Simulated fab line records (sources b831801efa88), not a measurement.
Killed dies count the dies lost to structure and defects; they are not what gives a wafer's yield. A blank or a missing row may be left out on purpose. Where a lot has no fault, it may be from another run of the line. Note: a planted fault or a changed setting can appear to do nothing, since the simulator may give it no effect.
fab line records :: flow gf180mcu
record
  lots=6
  wafers=18
  last_day=34
route steps=602 shown STI@1
lots untouched by any fault: they come from a run of this same line in which no faults occurred
start_h: start of the lot's first displayed wafer, in hours after the record's first day :: wait_h: hours from the lot's prior step to this one :: " repeats the value in the row above :: L1.1+2: a row that stands for several wafers :: - no value present, or no start provided :: * or withheld: withheld :: < > ~ a bound
route shown NAME@n: a module of which the file shows steps, and the number in the route of the first :: usual: mean and standard deviation over wafers with no fault :: same: alike in all rows :: chamber/n: place in a boat :: sites: per-site readings :: _std_site: the values' standard deviation :: _edge_site: inner sites' mean taken away from outer sites' mean :: radius_mm: for every site, how far away it sits from the centre of the wafer :: mask NAME#n: copy n :: behind: the last tool/chamber to shape the wafer :: hold: why the lot went on hold/how many hours it stayed there/how the hold came to an end :: device: which transistor (n, p or np) failed to switch :: end of line: at the end of the route, the tests of the same wafers :: where a step has no rows: the recipe by itself :: killed: dies lost to structure and defects at the first sort, not the wafer's yield :: map: per-die view of a wafer (x killed, . not killed, _ where there is no die)
set.NAME: the setting that was run; set.NAME@STEP: the one run at that earlier step :: model.NAME: the simulator's own value behind a step, which no gauge read
lots at some steps of the route; a table a step, a row a wafer
services: from which hour (start_h, from the record's first day; less than 0 if before it) a tool's chamber was out of use, for how many hours, and why
## steps
# step GF_STI_BOW_MEAS_00
# recipe
  mode=bow
# usual
  INCOMING_BOW=0/6.4
lot.wafer: L114.1
tool: film_metro-04
chamber: -
start_h: 20.00
wait_h: -
INCOMING_BOW[um]: -4

lot.wafer: L114.4
tool: film_metro-04
chamber: -
start_h: 20.00
wait_h: -
INCOMING_BOW[um]: -6

lot.wafer: L114.5
tool: film_metro-04
chamber: -
start_h: 20.00
wait_h: -
INCOMING_BOW[um]: 1

lot.wafer: L126.1
tool: film_metro-04
chamber: -
start_h: 80.00
wait_h: -
INCOMING_BOW[um]: -1

lot.wafer: L126.2
tool: film_metro-04
chamber: -
start_h: 80.00
wait_h: -
INCOMING_BOW[um]: -17

lot.wafer: L126.5
tool: film_metro-04
chamber: -
start_h: 80.00
wait_h: -
INCOMING_BOW[um]: 5

lot.wafer: L127.2
tool: film_metro-04
chamber: -
start_h: 85.02
wait_h: -
INCOMING_BOW[um]: 1

lot.wafer: L127.4
tool: film_metro-04
chamber: -
start_h: 85.02
wait_h: -
INCOMING_BOW[um]: 3

lot.wafer: L127.6
tool: film_metro-04
chamber: -
start_h: 85.02
wait_h: -
INCOMING_BOW[um]: 10

lot.wafer: L130.1
tool: film_metro-02
chamber: -
start_h: 100.00
wait_h: -
INCOMING_BOW[um]: 9

lot.wafer: L130.4
tool: film_metro-02
chamber: -
start_h: 100.00
wait_h: -
INCOMING_BOW[um]: 5

lot.wafer: L130.5
tool: film_metro-02
chamber: -
start_h: 100.00
wait_h: -
INCOMING_BOW[um]: 6

lot.wafer: L132.1
tool: film_metro-02
chamber: -
start_h: 110.00
wait_h: -
INCOMING_BOW[um]: 8

lot.wafer: L132.4
tool: film_metro-02
chamber: -
start_h: 110.00
wait_h: -
INCOMING_BOW[um]: -10

lot.wafer: L132.5
tool: film_metro-02
chamber: -
start_h: 110.00
wait_h: -
INCOMING_BOW[um]: -7

lot.wafer: L134.3
tool: film_metro-03
chamber: -
start_h: 120.04
wait_h: -
INCOMING_BOW[um]: 7

lot.wafer: L134.4
tool: film_metro-03
chamber: -
start_h: 120.04
wait_h: -
INCOMING_BOW[um]: -7

lot.wafer: L134.5
tool: film_metro-03
chamber: -
start_h: 120.04
wait_h: -
INCOMING_BOW[um]: 4
# step GF_STI_OXIDATION_01
# recipe
  temp_c=900
  ambient=O2
  stabilise_s=600
  purge_s=300
  target_thk_a=100
  ox_time_s=1418
# step GF_STI_THK_MEAS_02
# recipe
  reads=SiO2_of_STI_OXIDATION_01
# usual
  STI_OXIDATION_THK=10.00/0.17
lot.wafer: L114.1
tool: film_metro-04
chamber: -
start_h: 22.32
wait_h: 0.0
STI_OXIDATION_THK[nm]: 10.08

lot.wafer: L114.4
tool: film_metro-04
chamber: -
start_h: 22.32
wait_h: 0.0
STI_OXIDATION_THK[nm]: 10.03

lot.wafer: L114.5
tool: film_metro-04
chamber: -
start_h: 22.32
wait_h: 0.0
STI_OXIDATION_THK[nm]: 10.21

lot.wafer: L126.1
tool: film_metro-03
chamber: -
start_h: 81.69
wait_h: 0.0
STI_OXIDATION_THK[nm]: 9.87

lot.wafer: L126.2
tool: film_metro-03
chamber: -
start_h: 81.69
wait_h: 0.0
STI_OXIDATION_THK[nm]: 9.98

lot.wafer: L126.5
tool: film_metro-03
chamber: -
start_h: 81.69
wait_h: 0.0
STI_OXIDATION_THK[nm]: 9.89

lot.wafer: L127.2
tool: film_metro-04
chamber: -
start_h: 87.85
wait_h: 0.0
STI_OXIDATION_THK[nm]: 10.02

lot.wafer: L127.4
tool: film_metro-04
chamber: -
start_h: 87.85
wait_h: 0.0
STI_OXIDATION_THK[nm]: 10.14

lot.wafer: L127.6
tool: film_metro-04
chamber: -
start_h: 87.85
wait_h: 0.0
STI_OXIDATION_THK[nm]: 9.86

lot.wafer: L130.1
tool: film_metro-02
chamber: -
start_h: 101.51
wait_h: 0.0
STI_OXIDATION_THK[nm]: 10.06

lot.wafer: L130.4
tool: film_metro-02
chamber: -
start_h: 101.51
wait_h: 0.0
STI_OXIDATION_THK[nm]: 10.00

lot.wafer: L130.5
tool: film_metro-02
chamber: -
start_h: 101.51
wait_h: 0.0
STI_OXIDATION_THK[nm]: 9.87

lot.wafer: L132.1
tool: film_metro-03
chamber: -
start_h: 114.02
wait_h: 0.0
STI_OXIDATION_THK[nm]: 10.14

lot.wafer: L132.4
tool: film_metro-03
chamber: -
start_h: 114.02
wait_h: 0.0
STI_OXIDATION_THK[nm]: 10.15

lot.wafer: L132.5
tool: film_metro-03
chamber: -
start_h: 114.02
wait_h: 0.0
STI_OXIDATION_THK[nm]: 10.26

lot.wafer: L134.3
tool: film_metro-04
chamber: -
start_h: 121.81
wait_h: 0.0
STI_OXIDATION_THK[nm]: 10.05

lot.wafer: L134.4
tool: film_metro-04
chamber: -
start_h: 121.81
wait_h: 0.0
STI_OXIDATION_THK[nm]: 10.10

lot.wafer: L134.5
tool: film_metro-04
chamber: -
start_h: 121.81
wait_h: 0.0
STI_OXIDATION_THK[nm]: 10.02
# step GF_STI_CVD_03
# recipe
  material=Si3N4
  precursor=DCS/NH3
  target_thk_nm=207.16
  temp_c=770
  time_s=3551
  pressure_mtorr=250
# step GF_STI_THK_MEAS_04
# recipe
  reads=Si3N4_of_STI_CVD_03
# usual
  STI_CVD_03_THK=206.7/2.1
lot.wafer: L114.1
tool: film_metro-03
chamber: -
start_h: 24.36
wait_h: 0.0
STI_CVD_03_THK[nm]: 204.6

lot.wafer: L114.4
tool: film_metro-03
chamber: -
start_h: 24.36
wait_h: 0.0
STI_CVD_03_THK[nm]: 204.9

lot.wafer: L114.5
tool: film_metro-03
chamber: -
start_h: 24.36
wait_h: 0.0
STI_CVD_03_THK[nm]: 204.3

lot.wafer: L126.1
tool: film_metro-02
chamber: -
start_h: 83.73
wait_h: 0.0
STI_CVD_03_THK[nm]: 209.8

lot.wafer: L126.2
tool: film_metro-02
chamber: -
start_h: 83.73
wait_h: 0.0
STI_CVD_03_THK[nm]: 210.4

lot.wafer: L126.5
tool: film_metro-02
chamber: -
start_h: 83.73
wait_h: 0.0
STI_CVD_03_THK[nm]: 209.5

lot.wafer: L127.2
tool: film_metro-03
chamber: -
start_h: 89.90
wait_h: 0.0
STI_CVD_03_THK[nm]: 209.7

lot.wafer: L127.4
tool: film_metro-03
chamber: -
start_h: 89.90
wait_h: 0.0
STI_CVD_03_THK[nm]: 208.9

lot.wafer: L127.6
tool: film_metro-03
chamber: -
start_h: 89.90
wait_h: 0.0
STI_CVD_03_THK[nm]: 209.9

lot.wafer: L130.1
tool: film_metro-02
chamber: -
start_h: 103.56
wait_h: 0.0
STI_CVD_03_THK[nm]: 209.9

lot.wafer: L130.4
tool: film_metro-02
chamber: -
start_h: 103.56
wait_h: 0.0
STI_CVD_03_THK[nm]: 208.9

lot.wafer: L130.5
tool: film_metro-02
chamber: -
start_h: 103.56
wait_h: 0.0
STI_CVD_03_THK[nm]: 209.9

lot.wafer: L132.1
tool: film_metro-02
chamber: -
start_h: 116.20
wait_h: 0.0
STI_CVD_03_THK[nm]: 207.0

lot.wafer: L132.4
tool: film_metro-02
chamber: -
start_h: 116.20
wait_h: 0.0
STI_CVD_03_THK[nm]: 207.9

lot.wafer: L132.5
tool: film_metro-02
chamber: -
start_h: 116.20
wait_h: 0.0
STI_CVD_03_THK[nm]: 209.4

lot.wafer: L134.3
tool: film_metro-03
chamber: -
start_h: 124.51
wait_h: 0.0
STI_CVD_03_THK[nm]: 210.7

lot.wafer: L134.4
tool: film_metro-03
chamber: -
start_h: 124.51
wait_h: 0.0
STI_CVD_03_THK[nm]: 210.8

lot.wafer: L134.5
tool: film_metro-03
chamber: -
start_h: 124.51
wait_h: 0.0
STI_CVD_03_THK[nm]: 209.3
# step GF_STI_DEHYDRATE_05
# recipe
  temp_c=200
  time_s=60
# step GF_STI_HMDS_06
# recipe
  prime_time_s=60
  prime_temp_c=120
# step GF_STI_COAT_07
# recipe
  resist=KrF
  spin_rpm=withheld
  resist_thk_nm=700
# step GF_STI_SOFTBAKE_08
# recipe
  temp_c=130
  time_s=60
  resist=KrF
# step GF_STI_EXPOSE_09
# recipe
  mask_id=COMP
  target_cd_nm=220
  na=0.68
  source_shape=conventional
  sigma_outer=0.6
  dose_mj=28
# usual
  exposure_dose_mJ_cm2=27.972/0.025
  focus_offset_nm=0.1/0.52
lot.wafer: L114.1
tool: krf_scanner-02
chamber: 0
start_h: 30.12
wait_h: -
mask: COMP#0
exposure_dose_mJ_cm2: 27.957
focus_offset_nm: 0.3

lot.wafer: L114.4
tool: krf_scanner-02
chamber: 0
start_h: 30.12
wait_h: -
mask: COMP#0
exposure_dose_mJ_cm2: 27.969
focus_offset_nm: -0.2

lot.wafer: L114.5
tool: krf_scanner-02
chamber: 0
start_h: 30.12
wait_h: -
mask: COMP#0
exposure_dose_mJ_cm2: 27.999
focus_offset_nm: 0.7

lot.wafer: L126.1
tool: krf_scanner-01
chamber: -
start_h: 90.94
wait_h: -
mask: COMP#0
exposure_dose_mJ_cm2: -
focus_offset_nm: -

lot.wafer: L126.2
tool: krf_scanner-01
chamber: -
start_h: 90.94
wait_h: -
mask: COMP#0
exposure_dose_mJ_cm2: -
focus_offset_nm: -

lot.wafer: L126.5
tool: krf_scanner-01
chamber: -
start_h: 90.94
wait_h: -
mask: COMP#0
exposure_dose_mJ_cm2: -
focus_offset_nm: -

lot.wafer: L127.2
tool: krf_scanner-02
chamber: -
start_h: 97.18
wait_h: -
mask: COMP#0
exposure_dose_mJ_cm2: -
focus_offset_nm: -

lot.wafer: L127.4
tool: krf_scanner-02
chamber: -
start_h: 97.18
wait_h: -
mask: COMP#0
exposure_dose_mJ_cm2: -
focus_offset_nm: -

lot.wafer: L127.6
tool: krf_scanner-02
chamber: -
start_h: 97.18
wait_h: -
mask: COMP#0
exposure_dose_mJ_cm2: -
focus_offset_nm: -

lot.wafer: L130.1
tool: krf_scanner-01
chamber: 0
start_h: 110.88
wait_h: -
mask: COMP#0
exposure_dose_mJ_cm2: 27.963
focus_offset_nm: -0.2

lot.wafer: L130.4
tool: krf_scanner-01
chamber: 0
start_h: 110.88
wait_h: -
mask: COMP#0
exposure_dose_mJ_cm2: 27.962
focus_offset_nm: -0.5

lot.wafer: L130.5
tool: krf_scanner-01
chamber: 0
start_h: 110.88
wait_h: -
mask: COMP#0
exposure_dose_mJ_cm2: 27.917
focus_offset_nm: -0.5

lot.wafer: L132.1
tool: krf_scanner-02
chamber: 0
start_h: 122.84
wait_h: -
mask: COMP#0
exposure_dose_mJ_cm2: 27.967
focus_offset_nm: -0.2

lot.wafer: L132.4
tool: krf_scanner-02
chamber: 0
start_h: 122.84
wait_h: -
mask: COMP#0
exposure_dose_mJ_cm2: 27.970
focus_offset_nm: -0.8

lot.wafer: L132.5
tool: krf_scanner-02
chamber: 0
start_h: 122.84
wait_h: -
mask: COMP#0
exposure_dose_mJ_cm2: 27.985
focus_offset_nm: 0.0

lot.wafer: L134.3
tool: krf_scanner-02
chamber: 0
start_h: 131.98
wait_h: -
mask: COMP#0
exposure_dose_mJ_cm2: 28.004
focus_offset_nm: 0.0

lot.wafer: L134.4
tool: krf_scanner-02
chamber: 0
start_h: 131.98
wait_h: -
mask: COMP#0
exposure_dose_mJ_cm2: 27.951
focus_offset_nm: 0.7

lot.wafer: L134.5
tool: krf_scanner-02
chamber: 0
start_h: 131.98
wait_h: -
mask: COMP#0
exposure_dose_mJ_cm2: 27.962
focus_offset_nm: 0.4
# step GF_STI_PEB_10
# recipe
  peb_temp_c=135
  peb_time_s=90
  resist=KrF
## services
tool: krf_scanner-02
chamber: 0
start_h: 29.30
hours: -
kind: calibration

tool: krf_scanner-02
chamber: -
start_h: 31.17
hours: 1.0
kind: pm

tool: krf_scanner-01
chamber: 0
start_h: 90.20
hours: -
kind: calibration

tool: krf_scanner-01
chamber: -
start_h: 91.05
hours: 1.0
kind: pm

tool: krf_scanner-02
chamber: -
start_h: 102.98
hours: 2.8
kind: repair

tool: krf_scanner-02
chamber: -
start_h: 112.97
hours: 1.3
kind: pm

tool: krf_scanner-01
chamber: -
start_h: 131.91
hours: 1.3
kind: pm
## key
first_sign
  step=GF_STI_EXPOSE_09
  reading=tool_record
  direction=missing
effect none on later readings
met_at GF_STI_EXPOSE_09
struck_wafers L126.1,L126.2,L126.5,L127.2,L127.4,L127.6
later_rows_left_out L126.1,L126.2,L126.5,L127.2,L127.4,L127.6
sort_left_out L126.1,L126.2,L126.5,L127.2,L127.4,L127.6
tester_left_out L126,L127
onset_between 30.12 90.94
fault
  kind=skipped_step_whole
  tool=krf_scanner-01,krf_scanner-02
  chamber=-
  onset_h=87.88
  steps=GF_STI_EXPOSE_09
  scope=struck_lots_only
# tester_left_out: of these lots the tester's yield and bins aren't shown, on N5 and GAA mostly nor the transistor test; their killed dies are dies lost to structure and defects alone, not to doping, threshold or leakage, so they don't give the yield
# sort_left_out: the simulated sort isn't trusted on such a fault, so these wafers' sort isn't shown, and their yield isn't known
# later_rows_left_out: the simulator's readings of these wafers behind a module that went badly wrong aren't trusted and aren't shown, but for the sort
